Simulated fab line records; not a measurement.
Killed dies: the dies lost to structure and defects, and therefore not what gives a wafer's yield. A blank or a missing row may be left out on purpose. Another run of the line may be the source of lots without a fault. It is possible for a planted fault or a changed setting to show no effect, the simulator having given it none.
The tool behind it: which one? ; flow sky130 ; Sampling: 10 lots, 30 wafers, 6 of 708 route steps

## WHAT THE GAUGES READ, wafer by wafer
SKY_LDD_LDN_OVL_MEAS_07. Usual: LDD_LDN_OVL typically reads -0.3 nm, with standard deviation 1.2.
lot;measured;on;LDD_LDN_OVL (nm);flag
L867;day 23 04:28;overlay-01;-0.3 -1.1 0.0;
L869;day 23 17:34;overlay-02;-3.8 -3.7 -2.4;
L870;day 24 00:34;overlay-01;0.4 -0.4 0.9;
L873;day 25 01:59;overlay-01;0.7 1.1 0.0;
L874;day 25 12:14;overlay-01;-0.2 0.3 -1.3;
L876;day 26 06:54;overlay-01;-1.9 -1.0 -1.4;
L879;day 27 05:40;overlay-02;-0.5 -1.3 -1.5;
L880;day 27 16:16;overlay-01;-0.8 2.2 -0.2;
L885;day 29 07:39;overlay-02;-0.3 -0.6 0.9;
L886;day 29 10:55;overlay-02;1.1 1.5 1.4;

SKY_SD_N_RS_MEAS_16: measurement is done with a four-point probe. Usual: SD_N_RS typically reads 68.61 ohm/sq, with standard deviation 0.16.
lot;measured;on;SD_N_RS (ohm/sq);flag
L867;day 28 05:13;film_metro-01;68.51 68.78 68.43;
L869;day 28 18:25;film_metro-03;68.73 68.67 68.64;
L870;day 29 00:03;film_metro-01;68.69 68.65 68.68;
L873;day 30 01:16;film_metro-01;68.56 68.65 68.57;
L874;day 30 10:29;film_metro-03;68.63 68.76 68.65;
L876;day 31 03:16;film_metro-01;68.34 68.52 68.33;
L879;day 32 03:46;film_metro-02;68.37 68.19 68.35;
L880;day 32 11:44;film_metro-02;68.31 68.38 68.36;
L885;day 34 01:35;film_metro-01;66.82 66.87 67.13;OFF
L886;day 34 03:57;film_metro-03;66.76 67.12 66.95;OFF

## EACH LOT AND THE TOOL THAT RAN IT (in order: tool; ch and the chambers of the sampled wafers; start)
lot;SKY_LDD_N_STRIP_16;SKY_LDD_P_STRIP_10;SKY_SD_N_IMPLANT_09;SKY_SD_N_STRIP_11
L867;plasma_asher-04 ch 0,1, day 18 02:30;plasma_asher-03 ch 0,1, day 19 08:37;implanter-01 ch 0, day 28 04:29;plasma_asher-01 ch 0,1, day 28 04:46
L869;plasma_asher-02 ch 0,1, day 18 15:56;plasma_asher-03 ch 0,1, day 19 22:22;implanter-02 ch 0, day 28 17:44;plasma_asher-01 ch 0,1, day 28 18:02
L870;plasma_asher-01 ch 0,1, day 18 22:44;plasma_asher-02 ch 0,1, day 20 06:07;implanter-01 ch 0, day 28 23:22;plasma_asher-02 ch 0,1, day 28 23:40
L873;plasma_asher-02 ch 0,1, day 20 01:16;plasma_asher-03 ch 0,1, day 21 08:29;implanter-04 ch 0, day 30 00:32;plasma_asher-01 ch 0,1, day 30 00:48
L874;plasma_asher-04 ch 0,1, day 20 12:32;plasma_asher-04 ch 0,1, day 21 18:41;implanter-04 ch 0, day 30 09:47;plasma_asher-01 ch 0,1, day 30 10:04
L876;plasma_asher-01 ch 0,1, day 21 08:26;plasma_asher-04 ch 0,1, day 22 15:19;implanter-02 ch 0, day 31 02:35;plasma_asher-01 ch 0,1, day 31 02:53
L879;plasma_asher-04 ch 0,1, day 22 05:59;plasma_asher-02 ch 0,1, day 23 11:58;implanter-04 ch 0, day 32 03:05;plasma_asher-01 ch 0,1, day 32 03:22
L880;plasma_asher-04 ch 0,1, day 22 17:21;plasma_asher-04 ch 1, day 23 23:01;implanter-01 ch 0, day 32 11:03;plasma_asher-01 ch 0,1, day 32 11:20
L885;plasma_asher-01 ch 0,1, day 24 12:40;plasma_asher-03 ch 0,1, day 25 17:32;implanter-01 ch 0, day 34 00:54;plasma_asher-04 ch 0,1, day 34 01:12
L886;plasma_asher-04 ch 0,1, day 24 15:26;plasma_asher-03 ch 0,1, day 25 21:34;implanter-01 ch 0, day 34 03:16;plasma_asher-01 ch 0,1, day 34 03:34
- SKY_LDD_N_STRIP_16: strips in O2/N2.
- SKY_LDD_P_STRIP_10: strips in O2/N2.
- SKY_SD_N_IMPLANT_09
- SKY_SD_N_STRIP_11: strips in O2/N2.

## AS READ BY THE TOOLS THEMSELVES (means over the sampled wafers that have a number; for cases with no such wafer, the mark the record gives instead)
SKY_LDD_N_STRIP_16. Usual: drypump_motor_current_A 5.25 A, standard deviation 0.29; n2_flow_sccm 300.1 sccm, standard deviation 0.88; oes_product_au 0.406 a.u., standard deviation 0.0046; strip_time_to_endpoint_s 4.312 s, standard deviation 0.015.
lot;tool;drypump_motor_current_A (A);n2_flow_sccm (sccm);oes_product_au (a.u.);strip_time_to_endpoint_s (s);flag
L867;plasma_asher-04;5.19;299.7;0.412;4.326;
L869;plasma_asher-02;5.62;300.3;0.407;4.316;
L870;plasma_asher-01;5.23;300.3;0.410;4.306;
L873;plasma_asher-02;5.61;300.3;0.408;4.332;
L874;plasma_asher-04;5.17;300.9;0.405;4.316;
L876;plasma_asher-01;5.03;300.0;0.409;4.299;
L879;plasma_asher-04;5.21;299.7;0.405;4.333;
L880;plasma_asher-04;5.16;300.4;0.412;4.308;
L885;plasma_asher-01;5.24;301.5;0.400;4.308;
L886;plasma_asher-04;5.20;299.7;0.404;4.300;

SKY_LDD_P_STRIP_10. Usual: drypump_motor_current_A 5.64 A, standard deviation 0.3; n2_flow_sccm 300.0 sccm, standard deviation 0.83; oes_product_au 0.716 a.u., standard deviation 0.0048; strip_time_to_endpoint_s 14.18 s, standard deviation 0.048.
lot;tool;drypump_motor_current_A (A);n2_flow_sccm (sccm);oes_product_au (a.u.);strip_time_to_endpoint_s (s);flag
L867;plasma_asher-03;5.96;300.5;0.717;14.25;
L869;plasma_asher-03;5.89;300.2;0.717;14.13;
L870;plasma_asher-02;5.69;299.5;0.712;14.15;
L873;plasma_asher-03;5.95;299.1;0.720;14.26;
L874;plasma_asher-04;5.21;299.8;0.713;14.15;
L876;plasma_asher-04;5.21;300.0;0.716;14.13;
L879;plasma_asher-02;5.63;300.5;0.712;14.15;
L880;plasma_asher-04;5.26;300.8;0.715;14.24;
L885;plasma_asher-03;5.90;300.2;0.715;14.22;
L886;plasma_asher-03;5.96;300.1;0.716;14.23;

SKY_SD_N_IMPLANT_09. Usual: beam_energy_keV at 50.004, with a standard deviation of 0.016.
lot;tool;beam_energy_keV;flag
L867;implanter-01;49.994;
L869;implanter-02;49.989;
L870;implanter-01;50.024;
L873;implanter-04;50.001;
L874;implanter-04;50.008;
L876;implanter-02;49.988;
L879;implanter-04;50.018;
L880;implanter-01;49.998;
L885;implanter-01;52.506;OFF
L886;implanter-01;52.491;OFF

SKY_SD_N_STRIP_11. Usual: drypump_motor_current_A 5.3 A, standard deviation 0.32; n2_flow_sccm 300.1 sccm, standard deviation 0.81; oes_product_au 0.527 a.u., standard deviation 0.0047; strip_time_to_endpoint_s 22.54 s, standard deviation 0.053.
lot;tool;drypump_motor_current_A (A);n2_flow_sccm (sccm);oes_product_au (a.u.);strip_time_to_endpoint_s (s);flag
L867;plasma_asher-01;5.0;299.9;0.528;22.59;
L869;plasma_asher-01;5.2;300.4;0.526;22.50;
L870;plasma_asher-02;5.7;300.2;0.524;22.53;
L873;plasma_asher-01;5.0;301.0;0.528;22.50;
L874;plasma_asher-01;5.0;299.9;0.523;22.52;
L876;plasma_asher-01;5.0;300.0;0.524;22.59;
L879;plasma_asher-01;5.0;299.4;0.524;22.53;
L880;plasma_asher-01;5.0;299.0;0.523;22.61;
L885;plasma_asher-04;5.2;300.3;0.522;22.99;OFF
L886;plasma_asher-01;5.2;300.3;0.524;22.99;OFF

## THE ANSWER, worked out from the rows above alone
Rule: a lot counts as off when the mean over its wafers that have a number is more than 3 standard deviations away from the usual mean. Also off: a lot with no number at a reading for which 4 or more lots have one. Where the step has rows for the other lots, those lots are counted as sound. The gauges are gone through in route order, then the tools' own readings, and for those a lot's mean is taken as printed above. The first step at which some lot is off is used, and at that step the reading that is off furthest; a lot without a number counts as furthest.
Off: at SKY_SD_N_RS_MEAS_16 (SD_N_RS), L885, L886.
A tool fits if, at a process step before that reading, it ran every lot that is off, and no sound lot after the first of them. The gauges at SKY_SD_N_RS_MEAS_16 aren't tried: what is off there is off at SKY_SD_N_IMPLANT_09 too, on other tools, and a gauge's error can't cause that. Can't be told from this: 2 tools fit, plasma_asher-03 at SKY_LDD_P_STRIP_10, implanter-01 at SKY_SD_N_IMPLANT_09.

## WHAT THE SIMULATOR HAD PUT IN
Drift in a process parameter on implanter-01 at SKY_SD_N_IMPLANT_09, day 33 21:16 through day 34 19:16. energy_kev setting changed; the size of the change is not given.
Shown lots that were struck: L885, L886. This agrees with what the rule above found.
